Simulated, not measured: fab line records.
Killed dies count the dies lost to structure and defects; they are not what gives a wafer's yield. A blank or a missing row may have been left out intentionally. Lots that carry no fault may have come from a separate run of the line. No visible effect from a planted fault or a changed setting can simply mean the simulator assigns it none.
Comparing a struck lot with a sound one + flow sky130 + 43 steps out of a route of 708
Sound: the wafers L621.1, L621.3, L621.4. The struck wafers were L634.1, L634.5, L634.6. At the end, the cause is stated.
Each step with rows lists, per side, the tool, then ch with its chambers, then its first start. Under that, the readings that differ: sound wafers + struck wafers + difference of the means + sigmas: that difference in standard deviations of wafers without a fault.
alike: same words and numbers on both sides, and readings whose means sit less than 2 such deviations apart. not compared: any withheld reading, any reading some wafer has no value for, any bound like >300 that may hide the same value, and any number with overlapping values for which the record gives no deviation.
A row with sigmas, a row that says differs or no value, or rows on one side alone: a step with any of these is where the two part. Non-overlapping numbers with no deviation appear without sigmas and do not part them. A reading missing from all wafers of one side parts the sides only when that side holds two or more wafers.

first, 9 steps without rows for these wafers: SKY_CAP2M_CLEAN_17 (cleans in O3/DIW); SKY_METAL4_DEHYDRATE_05 (time 60 s); SKY_METAL4_HMDS_06 (prime time 60 s); SKY_METAL4_COAT_07 (resist thk 60 nm); SKY_METAL4_COAT_08 (resist thk 1140 nm); SKY_METAL4_SOFTBAKE_09 (time 90 s); SKY_METAL4_EXPOSE_10 (exposes mask MM4, target cd 300 nm); SKY_METAL4_PEB_11; SKY_METAL4_DEVELOP_12 (develop time 60 s).
SKY_METAL4_CD_MEAS_13 targets a cd of 300 nm.
  sound: cd-sem-02 at day 42 23:25; struck: cd-sem-01 at day 46 06:38
  alike: cd-nm
SKY_METAL4_OVL_MEAS_14:
  sound: overlay-01 at day 42 23:32; struck: overlay-01 at day 46 06:45
  alike: METAL4_OVL
then, 1 step without rows for these wafers: SKY_METAL4_DESCUM_15 (chemistry O2, time 8 s).
SKY_METAL4_ETCH_16: etches BARC in N2/H2, stops on SiO2, time 88.2 s, target depth 60 nm.
  sound on rie-metal-01 ch 0,1, day 42 23:36; struck on rie-metal-02 ch 0,1, day 46 06:49
  alike: drypump-motor-current-A, n2-flow-sccm, oes-product-au, throttle-valve-pct
  not compared: rf-hours-counter-h
SKY_METAL4_ETCH_17: etches SiO2 in C4F8/O2/Ar, stops on TiN, time 3.9 s, target depth 15 nm.
  sound on rie-diel-04 ch 0,1,3, day 42 23:42; struck on rie-diel-02 ch 2,3, day 46 06:55
  alike: oes-product-au
  not compared: rf-hours-counter-h
then, 6 steps without rows for these wafers: SKY_METAL4_METAL_ETCH_18 (etches the open film in Cl2/BCl3, stops on SiO2, target depth 845 nm, time 183.1 s); SKY_METAL4_STRIP_19 (strips in O2/N2); SKY_METAL4_STRIP_20 (strips in post etch residue remover, time 1200 s); SKY_METAL4_CLEAN_21 (cleans in IPA, time 180 s); SKY_METAL4_CLEAN_22 (cleans in O3/DIW); SKY_VIA4_HDPCVD_00 (deposits SiO2, target thk 1750 nm, time 291.7 s).
SKY_VIA4_THK_MEAS_01:
  sound: film-metro-03 at day 43 00:40; struck: film-metro-03 at day 46 07:53
  alike: VIA4_HDPCVD_THK
then, 1 step without rows for these wafers: SKY_VIA4_CMP_02 (polishes SiO2).
SKY_VIA4_BOW_MEAS_03:
  sound: film-metro-02 at day 43 01:02; struck: film-metro-03 at day 46 08:34
  alike: VIA4_BOW
then, 7 steps without rows for these wafers: SKY_VIA4_DEHYDRATE_04 (time 60 s); SKY_VIA4_HMDS_05 (prime time 60 s); SKY_VIA4_COAT_06 (resist thk 1140 nm); SKY_VIA4_SOFTBAKE_07 (time 60 s); SKY_VIA4_EXPOSE_08 (exposes mask VIM4, target cd 800 nm); SKY_VIA4_PEB_09; SKY_VIA4_DEVELOP_10 (develop time 60 s).
SKY_VIA4_OVL_MEAS_11:
  sound: overlay-02 at day 44 00:17; struck: overlay-01 at day 47 04:11
| reading       | sound       | struck         | difference | sigmas |
|---------------|-------------|----------------|------------|--------|
| VIA4_OVL (nm) | 0.7 1.1 1.7 | -2.2 -4.0 -2.8 | -4.2       | -3     |
then, 1 step without rows for these wafers: SKY_VIA4_ETCH_12 (etches SiO2 in C4F8/O2/Ar, stops on TiN, target depth 580 nm).
SKY_VIA4_STRIP_13: strips in O2/N2.
  sound on plasma-asher-02 ch 0,1, day 44 00:24; struck on plasma-asher-01 ch 0,1, day 47 04:18
  alike: drypump-motor-current-A, n2-flow-sccm, o2-flow-sccm, oes-product-au, strip-time-to-endpoint-s
  not compared: rf-hours-counter-h
then, 3 steps without rows for these wafers: SKY_VIA4_STRIP_14 (strips in post etch residue remover, time 1200 s); SKY_VIA4_CLEAN_15 (cleans in IPA, time 180 s); SKY_VIA4_CLEAN_16 (cleans in O3/DIW).
SKY_VIA4_SPUTTER_17: material TiN, target thk 20 nm, time 80 s.
  sound: pvd-sputter-04 at day 44 01:00; struck: pvd-sputter-02 at day 47 04:53
  alike: throttle-valve-pct
SKY_VIA4_CVD_18: deposits W, target thk 505 nm, time 152.14 s.
  sound on cvd-w-02 ch 0,1, day 44 01:04; struck on cvd-w-01 ch 0,1, day 47 04:58
  alike: heater-power-w
SKY_VIA4_RS_MEAS_19: measurement is done with a four-point probe.
  sound: film-metro-03 at day 44 01:13; struck: film-metro-02 at day 47 05:07
  alike: VIA4_W_RS
SKY_VIA4_THK_MEAS_20: measures by xrf.
  sound: film-metro-03 at day 44 01:20; struck: film-metro-02 at day 47 05:14
| reading         | sound       | struck      | difference | sigmas |
|-----------------|-------------|-------------|------------|--------|
| VIA4_W_THK (nm) | 523 531 518 | 509 512 514 | -12        | -2     |
then, 1 step without rows for these wafers: SKY_VIA4_CMP_21 (polishes, stops on SiO2, t overpolish 25 s, target thk 0 nm).
SKY_METAL5_SPUTTER_00: material Ti, target thk 15 nm, time 10 s.
  sound: pvd-sputter-02 at day 44 01:42; struck: pvd-sputter-02 at day 47 05:35
  alike: throttle-valve-pct
-- the record jumps here: 2 days lie between the struck wafers' starts before and after (it left off in module METAL5 and takes up again in module PAD_OPEN, whose first step shown is number 708 of the route) --
SKY_PAD_OPEN_PROBE_99:
  sound: prober-02 at day 46 20:49; struck: prober-02 at day 49 16:03
| reading                               | sound             | struck            | difference | sigmas |
|---------------------------------------|-------------------|-------------------|------------|--------|
| defect-limited-yield (%)              | 81.9 78.7 80.9    | 75.2 77.2 75.4    | -4.6       | -2     |
| killed_at_M4_up                       | 2 6 2             | 45 48 44          | +42        | +24    |
| killed-dies                           | 89 105 94         | 122 112 121       | +22        | +2     |
| killed-short                          | 41 59 43          | 34 33 31          | -15        | -2     |
| sort_bin_3_pad_short (%)              | 0.6 1.6 1.2       | 2.8 2.4 1.8       | +1.2       | +3     |
| sort_bin_5_function (%)               | 9.8 10.4 12.0     | 16.5 13.6 16.3    | +4.7       | +3     |
| sort-n-pass                           | 403 387 398       | 370 380 371       | -22        | -2     |
| sort-yield-pct (%)                    | 81.9 78.7 80.9    | 75.2 77.2 75.4    | -4.6       | -2     |
| model.etest.tester.sort-n-pass        | 403 387 398       | 370 380 371       | -22        |        |
| model.etest.tester.sort-yield-pct (%) | 81.91 78.66 80.89 | 75.2 77.24 75.41  | -4.5       |        |
| model.etest.tester.sort_bin_5_pct (%) | 9.756 10.37 11.99 | 16.46 13.62 16.26 | +4.74      |        |
| model.etest.tester.sort_bin_3_pct (%) | 0.6098 1.626 1.22 | 2.846 2.439 1.829 | +1.219     |        |
  alike: killed_at_M0_to_M3, killed-at-contacts, killed-at-front-end, killed-at-other, killed-open, sort_bin_6_memory

WHERE THEY PART
Last at SKY_PAD_OPEN_PROBE_99 as far as this record goes, first at SKY_VIA4_OVL_MEAS_11.

WHY: what the simulator had put in
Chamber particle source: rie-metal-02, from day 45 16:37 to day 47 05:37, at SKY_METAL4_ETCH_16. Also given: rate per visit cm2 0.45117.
